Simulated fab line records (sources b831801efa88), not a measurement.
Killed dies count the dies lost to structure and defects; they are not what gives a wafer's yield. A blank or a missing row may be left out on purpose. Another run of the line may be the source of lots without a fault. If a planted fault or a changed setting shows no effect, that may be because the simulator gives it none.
Which of the tools did it? + flow sky130 + 7 lots with 21 wafers sampled at 2 steps, on a route of 708 steps

## WHAT EACH GAUGE READ, for each wafer
SKY_VT_ADJUST_HVTP_OVL_MEAS_08.
| lot  | measured     | on         | VT_ADJUST_HVTP_OVL (nm) |
|------|--------------|------------|-------------------------|
| L355 | day 6 12:22  | overlay-02 | -0.6 1.0 1.8            |
| L357 | day 7 05:13  | overlay-01 | -0.2 0.0 0.5            |
| L360 | day 8 00:06  | overlay-02 | 0.7 0.0 0.8             |
| L365 | day 9 11:42  | overlay-02 | 0.0 1.0 0.1             |
| L369 | day 10 06:28 | overlay-02 | -1.8 -1.7 -0.1          |
| L373 | day 11 09:11 | overlay-02 | 1.6 0.6 2.5             |
| L375 | day 11 21:43 | overlay-01 | 2.1 0.7 0.1             |

## EACH LOT AND THE TOOL THAT RAN IT (in order: tool; ch and the chambers of the sampled wafers; start)
| lot  | SKY_PWDE_IMPLANT_08            |
|------|--------------------------------|
| L355 | implanter-03 ch 0, day 4 06:27 |
| L357 | implanter-02 ch 0, day 4 21:23 |
| L360 | implanter-01 ch 0, day 5 13:50 |
| L365 | implanter-01 ch 0, day 6 21:19 |
| L369 | implanter-02 ch 0, day 7 14:04 |
| L373 | implanter-02 ch 0, day 8 13:00 |
| L375 | implanter-02 ch 0, day 9 00:04 |
- SKY_PWDE_IMPLANT_08

## THE ANSWER, worked out from the rows above alone
Rule: what is usual is taken from the lots themselves. Put in order of their means at a reading, lots are off if they are a third of the lots or fewer, leave a main group of 4 or more, and stand apart from it by a gap of 3 or more times the standard deviation of the main group's means; of several such gaps the widest counts. The tables above print the reading to a certain number of digits; a main group whose means all agree to those digits is not used. A lot without any number at a reading at which 4 lots or more have one is off too. Any other lot the step has rows for is counted as sound.
None of the lots is off at any reading shown; this tells nothing.

## WHAT HAD BEEN PUT IN BY THE SIMULATOR
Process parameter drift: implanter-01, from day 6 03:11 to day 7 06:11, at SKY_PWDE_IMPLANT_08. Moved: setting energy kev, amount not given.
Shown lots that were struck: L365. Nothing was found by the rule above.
